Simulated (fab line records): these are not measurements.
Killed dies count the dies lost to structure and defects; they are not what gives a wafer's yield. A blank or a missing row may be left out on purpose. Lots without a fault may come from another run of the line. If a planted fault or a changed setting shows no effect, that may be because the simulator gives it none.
Comparing a struck lot with a sound one || flow sfq line || 20 out of 325 route steps
Sound: these wafers, L707.4, L707.5, L707.6. Struck: wafer L719.4; the same lot's L719.1 was not struck, so it is left out; see the end for the cause.
For every step that has rows: the tool of each side, followed by ch and its chambers, followed by its first start. Under that, the readings that differ: sound wafers || struck wafers || difference of the means || sigmas: that difference in standard deviations of wafers without a fault.
alike: readings whose means differ by less than 2 such deviations, and words and numbers that are the same on both sides. not compared: withheld readings, readings that some wafer has no value for, bounds like >300 that may hide the same value, and numbers for which the record gives no deviation and whose values overlap.
Wherever a step has rows on one side only, a row that says differs or no value, or a row with sigmas, the two part there. Non-overlapping numbers with no deviation appear without sigmas and do not part them. Lack of a reading on every wafer of one side parts them only where that side has two or more wafers.

first, 2 steps without rows for these wafers: SFQ_TRILAYER_I3_VIA_LITHO_PEB_088 (peb time 60 s); SFQ_TRILAYER_I3_VIA_LITHO_DEVELOP_087 (time 60 s).
SFQ_I3_OVL_MEAS_923:
  struck on overlay-01, day 49 07:07; sound on overlay-01, day 44 17:20
  alike: I3_OVL
SFQ_TRILAYER_I3_VIA_BARC_OPEN_VIA_ETCH_121: etches BARC in O2, target depth 125 nm, time 41.7 s.
  sound on rie diel-01 ch 2,3, day 44 17:22; struck on rie diel-04 ch 2, day 49 07:10
  alike: drypump motor current A, oes product au, rf fwd power W
  not compared: rf hours counter h
then, 1 step without rows for these wafers: SFQ_TRILAYER_I3_VIA_ETCH_VIA_ETCH_088 (etches SiO2 in CHF3, stops on Nb, target depth 260 nm).
SFQ_TRILAYER_I3_VIA_STRIP_STRIP_089: strips in O2.
  sound on rie metal-04 ch 0,1, day 44 17:43; struck on rie metal-03 ch 1, day 49 07:19
  alike: drypump motor current A, oes product au
  not compared: rf hours counter h
then, 2 steps without rows for these wafers: SFQ_TRILAYER_I3_VIA_STRIP_SOLV_CLEAN_090 (cleans in NMP, time 600 s); SFQ_TRILAYER_M4_DEP_PRE_CLEAN_092 (time 22.5 s).
SFQ_TRILAYER_M4_DEP_SPUTTER_091: material Nb, target thk 200 nm, time 133.3 s.
  struck on pvd sputter-06, day 49 08:07; sound on pvd sputter-05, day 44 18:19
{"reading": "throttle valve pct (%)", "sound": "29.9 27.4 27.2", "struck": 30.4, "difference": "+2.2", "sigmas": "+2"}
SFQ_M4_RS_MEAS_924: a four-point-probe measurement.
  struck on film metro-03, day 49 08:12; sound on film metro-04, day 44 18:28
  alike: M4_NB_RS
then, 1 step without rows for these wafers: SFQ_TRILAYER_M4_LITHO_COAT_098 (resist thk 62 nm).
SFQ_TRILAYER_M4_LITHO_COAT_093: resist thk 600 nm.
  sound on litho track-04 ch 0, day 44 19:02; struck on litho track-02 ch 0, day 49 08:41
{"reading": "model.KrF_of_TRILAYER_M4_LITHO_COAT_093.thk nm (nm)", "sound": "599.1 599.5 598.8", "struck": 625.4, "difference": "+26.3", "sigmas": ""}
then, 4 steps without rows for these wafers: SFQ_TRILAYER_M4_LITHO_SOFTBAKE_097; SFQ_TRILAYER_M4_LITHO_EXPOSE_094 (exposes mask M4, target cd 500 nm); SFQ_TRILAYER_M4_LITHO_PEB_096 (peb time 60 s); SFQ_TRILAYER_M4_LITHO_DEVELOP_095 (time 60 s).
-- the record jumps here: 5 days lie between the struck wafers' starts before and after --
SFQ_M4_OVL_MEAS_926:
  struck on overlay-02, day 54 00:37; sound on overlay-01, day 44 20:59
  alike: M4_OVL
SFQ_TRILAYER_M4_BARC_OPEN_METAL_ETCH_123: etches BARC in O2, target depth 125 nm, time 41.7 s.
  sound on rie metal-01 ch 0,1, day 44 21:02; struck on rie metal-03 ch 0, day 54 00:39
  alike: drypump motor current A, oes product au, rf fwd power W
  not compared: rf hours counter h
SFQ_TRILAYER_M4_ETCH_METAL_ETCH_096: etches Nb in Cl2/Ar, stops on SiO2, target depth 240 nm, time 120 s.
  sound on rie metal-01 ch 0,1, day 44 21:07; struck on rie metal-03 ch 0, day 54 00:43
{"reading": "model.KrF_of_TRILAYER_M4_LITHO_COAT_093.thk nm (nm)", "sound": "377.1 378.5 378.9", "struck": 409.5, "difference": "+31.3", "sigmas": ""}
  alike: drypump motor current A, oes product au, rf fwd power W
  not compared: rf hours counter h
SFQ_TRILAYER_M4_STRIP_STRIP_097: strips in O2.
  sound on rie metal-01 ch 0,1, day 44 21:23; struck on rie metal-03 ch 0, day 54 00:50
  alike: drypump motor current A, oes product au
  not compared: rf hours counter h

== WHERE THEY PART ==
Within this record, at SFQ_TRILAYER_M4_DEP_SPUTTER_091 only. Later steps at which nothing parts them and some readings are alike: SFQ_M4_RS_MEAS_924, SFQ_M4_OVL_MEAS_926, SFQ_TRILAYER_M4_BARC_OPEN_METAL_ETCH_123, SFQ_TRILAYER_M4_ETCH_METAL_ETCH_096, SFQ_TRILAYER_M4_STRIP_STRIP_097.

WHY: the cause the simulator had injected
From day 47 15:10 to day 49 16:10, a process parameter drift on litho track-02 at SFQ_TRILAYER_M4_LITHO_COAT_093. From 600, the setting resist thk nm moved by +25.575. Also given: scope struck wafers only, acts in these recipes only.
